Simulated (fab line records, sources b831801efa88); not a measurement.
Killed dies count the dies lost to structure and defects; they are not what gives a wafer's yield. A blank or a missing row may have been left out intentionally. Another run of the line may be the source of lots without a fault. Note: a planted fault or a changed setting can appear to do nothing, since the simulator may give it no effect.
Struck lot and sound lot, side by side / flow sky130 / 17 steps out of a route of 708
Sound: these wafers, L407.1, L407.2, L407.4. Struck: wafers L417.1, L417.3, L417.6. The cause is named last.
For every step that has rows: the tool of each side, followed by ch and its chambers, followed by its first start. Under that, the readings that differ: sound wafers / struck wafers / difference of the means / sigmas: that difference in standard deviations of wafers without a fault.
alike: same words and numbers on both sides, and readings whose means sit less than 2 such deviations apart. not compared: any withheld reading, any reading some wafer has no value for, any bound like >300 that may hide the same value, and any number with overlapping values for which the record gives no deviation.
Wherever a step has rows on one side only, a row that says differs or no value, or a row with sigmas, the two part there. When numbers do not overlap yet have no deviation, they are printed without sigmas and do not part them. Lack of a reading on every wafer of one side parts them only where that side has two or more wafers.

first, 1 step without rows for these wafers: SKY_VT_ADJUST_LVTN_IMPLANT_19.
SKY_VT_ADJUST_LVTN_STRIP_20: strips in O2/N2.
  sound on plasma_asher-02 ch 0,1, day 7 15:46; struck on plasma_asher-01 ch 0,1, day 10 09:07
reading=drypump_motor_current_A (A); sound=5.64 5.53 5.52; struck=6.08 5.59 6.09; difference=+0.36; sigmas=+2
  alike: o2_flow_sccm, oes_product_au, strip_time_to_endpoint_s
  not compared: rf_hours_counter_h
SKY_VT_ADJUST_LVTN_TW_MEAS_21:
  sound on film_metro-01 at day 7 15:52; struck on film_metro-01 at day 10 09:13
  alike: VT_ADJUST_LVTN_2_TW
then, 7 steps without rows for these wafers: SKY_VT_ADJUST_NCORE_DEHYDRATE_00 (time 60 s); SKY_VT_ADJUST_NCORE_HMDS_01 (prime time 60 s); SKY_VT_ADJUST_NCORE_COAT_02 (resist thk 1140 nm); SKY_VT_ADJUST_NCORE_SOFTBAKE_03 (time 60 s); SKY_VT_ADJUST_NCORE_EXPOSE_04 (exposes mask LVTN COMPLEMENT THIN, target cd 380 nm); SKY_VT_ADJUST_NCORE_PEB_05; SKY_VT_ADJUST_NCORE_DEVELOP_06 (develop time 60 s).
SKY_VT_ADJUST_NCORE_CD_MEAS_07 targets a cd of 380 nm.
  sound on cd_sem-01 at day 8 12:11; struck on cd_sem-02 at day 11 07:44
  alike: cd_nm
SKY_VT_ADJUST_NCORE_OVL_MEAS_08:
  sound on overlay-02 at day 8 12:18; struck on overlay-02 at day 11 07:51
  alike: VT_ADJUST_NCORE_OVL
SKY_VT_ADJUST_NCORE_IMPLANT_09:
  sound on implanter-03 ch 0, day 8 12:20; struck on implanter-03 ch 0, day 11 07:53
reading=implant_ion_amu; sound=11 11 11; struck=49 49 49; difference=+38; sigmas=
reading=model.implant.rp_nm (nm); sound=32.73 32.73 32.73; struck=10.09 10.09 10.09; difference=-22.64; sigmas=
reading=model.implant.drp_nm (nm); sound=17.11 17.11 17.11; struck=6.005 6.005 6.005; difference=-11.105; sigmas=
  alike: dose_ions_cm2, end_station_pressure_torr
SKY_VT_ADJUST_NCORE_STRIP_10: strips in O2/N2.
  sound on plasma_asher-01 ch 0,1, day 8 12:29; struck on plasma_asher-04 ch 0,1, day 11 08:02
  alike: drypump_motor_current_A, o2_flow_sccm, oes_product_au, strip_time_to_endpoint_s
  not compared: rf_hours_counter_h
SKY_VT_ADJUST_NCORE_TW_MEAS_11:
  sound on film_metro-04 at day 8 12:35; struck on film_metro-02 at day 11 08:08
reading=VT_ADJUST_NCORE_TW; sound=218.3 218.2 219.4; struck=316.6 318.0 315.7; difference=+98.1; sigmas=+58
then, 1 step without rows for these wafers: SKY_VT_ADJUST_HVTR_DEHYDRATE_00 (time 60 s).
-- here the record skips 37 days between the struck wafers' starts before and after, leaving off in module VT_ADJUST_HVTR and picking up in module PAD_OPEN (first step shown: number 708 of the route) --
SKY_PAD_OPEN_PROBE_99:
  sound on prober-02 at day 45 19:49; struck on prober-01 at day 48 10:19
reading=model.etest.nfet_16v.r_on_ohm_um; sound=1.428e+04 1.432e+04 1.426e+04; struck=1.226e+04 1.224e+04 1.23e+04; difference=-2.020e+03; sigmas=
reading=model.etest.pfet_16v.r_on_ohm_um; sound=1.507e+04 1.533e+04 1.516e+04; struck=1.678e+04 1.682e+04 1.695e+04; difference=+1.663e+03; sigmas=
reading=model.etest.pfet_g5v0d10v5.r_on_ohm_um; sound=4775 4752 4712; struck=5348 5353 5520; difference=+661; sigmas=
reading=model.etest.tip_p.rs_ohm_sq; sound=6922 6937 6895; struck=7216 7316 7334; difference=+371; sigmas=
reading=model.etest.pfet_01v8.r_on_ohm_um; sound=2886 2907 2783; struck=3069 3077 3151; difference=+240; sigmas=
reading=model.etest.res_pwell_under_gate.rs_ohm_sq; sound=2274 2280 2274; struck=2462 2459 2474; difference=+189; sigmas=
reading=model.etest.nfet_g5v0d10v5.r_on_ohm_um; sound=1899 1885 1871; struck=1727 1745 1782; difference=-134; sigmas=
reading=model.etest.tip_p_5v.rs_ohm_sq; sound=2922 2894 2915; struck=3004 3010 3021; difference=+101; sigmas=
  alike: killed_at_M0_to_M3, killed_at_M4_up, killed_at_contacts, killed_at_front_end, killed_at_other, killed_dies, killed_open, killed_short

## WHERE THEY PART
Last at SKY_VT_ADJUST_NCORE_TW_MEAS_11 as far as this record goes, first at SKY_VT_ADJUST_LVTN_STRIP_20. Later steps at which nothing parts them and some readings are alike: SKY_PAD_OPEN_PROBE_99.

WHY: what had been put in by the simulator
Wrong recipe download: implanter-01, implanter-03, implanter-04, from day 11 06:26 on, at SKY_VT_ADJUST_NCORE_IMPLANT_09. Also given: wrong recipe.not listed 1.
